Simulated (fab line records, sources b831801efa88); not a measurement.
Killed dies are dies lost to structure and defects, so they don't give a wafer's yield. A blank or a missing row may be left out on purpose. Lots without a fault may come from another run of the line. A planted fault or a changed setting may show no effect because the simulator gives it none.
One fault seen from 2 desks | flow sky130 | each desk has only its own numbers; what lay behind them comes last

THE TOOL OWNER'S DESK: litho_track-03
The tool's own readings at SKY_METAL3_SOFTBAKE_09 (time 90 s): means of the sampled wafers that have a number, for each lot that ran on this tool. A lot is out of limits, marked OUT, if its mean lies more than 4 standard deviations from the usual mean; the brackets give that distance.
Columns: A = chill_plate_temp_C at SKY_METAL3_SOFTBAKE_09, usual 23.01 C; B = heater_power_total_W at SKY_METAL3_SOFTBAKE_09, usual 57.36 W; C = plate_temp_C at SKY_METAL3_SOFTBAKE_09, usual 100.02 C
lot  | first seen here | A     | B               | C
L531 | day 38 20:00    | 23.00 | 57.40           | 100.24
L540 | day 41 17:00    | 23.08 | 53.68 (-31) OUT | 95.38 (-33) OUT
L541 | day 42 02:00    | 22.99 | 53.73 (-30) OUT | 95.65 (-31) OUT
This desk's finding: out of limits on L540, L541; first on L540, day 41 17:00 (heater_power_total_W at SKY_METAL3_SOFTBAKE_09). In limits: L531.

THE METROLOGY DESK
What the gauges read, lot by lot, whatever tool the lot ran on: means of the sampled wafers that have a number. A lot is out of limits, marked OUT, if its mean lies more than 4 standard deviations from the usual mean; the brackets give that distance.
Columns: A = CAPM_OVL at SKY_CAPM_OVL_MEAS_12, usual 0.6 nm; B = cd_nm at SKY_METAL3_CD_MEAS_13, usual 299.3 nm; C = METAL3_OVL at SKY_METAL3_OVL_MEAS_14, usual 0 nm
lot  | first seen here | A    | B     | C
L531 | day 38 07:20    | -1.4 | 296.7 | -3
L540 | day 41 04:21    | -0.3 | 300.4 | -5
L541 | day 41 14:27    | -0.8 | 300.4 | 4
L546 | day 43 00:45    | 0.6  | 299.3 | -2
L549 | day 43 18:46    | 1.3  | 301.6 | -7
L550 | day 43 23:23    | 0.2  | 298.9 | -5
This desk's finding: nothing out of limits on any of the 6 lots.

PUT TOGETHER
The tool owner's desk could have raised an alarm at day 41 17:00, on L540, L541.
The metrology desk saw nothing out of limits.
The metrology desk has L540, L541 on record, within its limits.
Of the lots named, all ran SKY_METAL3_SOFTBAKE_09 on litho_track-03.

WHAT THE SIMULATOR HAD PUT IN
Process parameter drift: litho_track-03, from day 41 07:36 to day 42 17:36, at SKY_METAL3_SOFTBAKE_09. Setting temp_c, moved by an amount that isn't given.
Lots struck among those shown: L540, L541.
Hours from the fault's start to each desk's first reading out of limits: the tool owner's desk, 9.
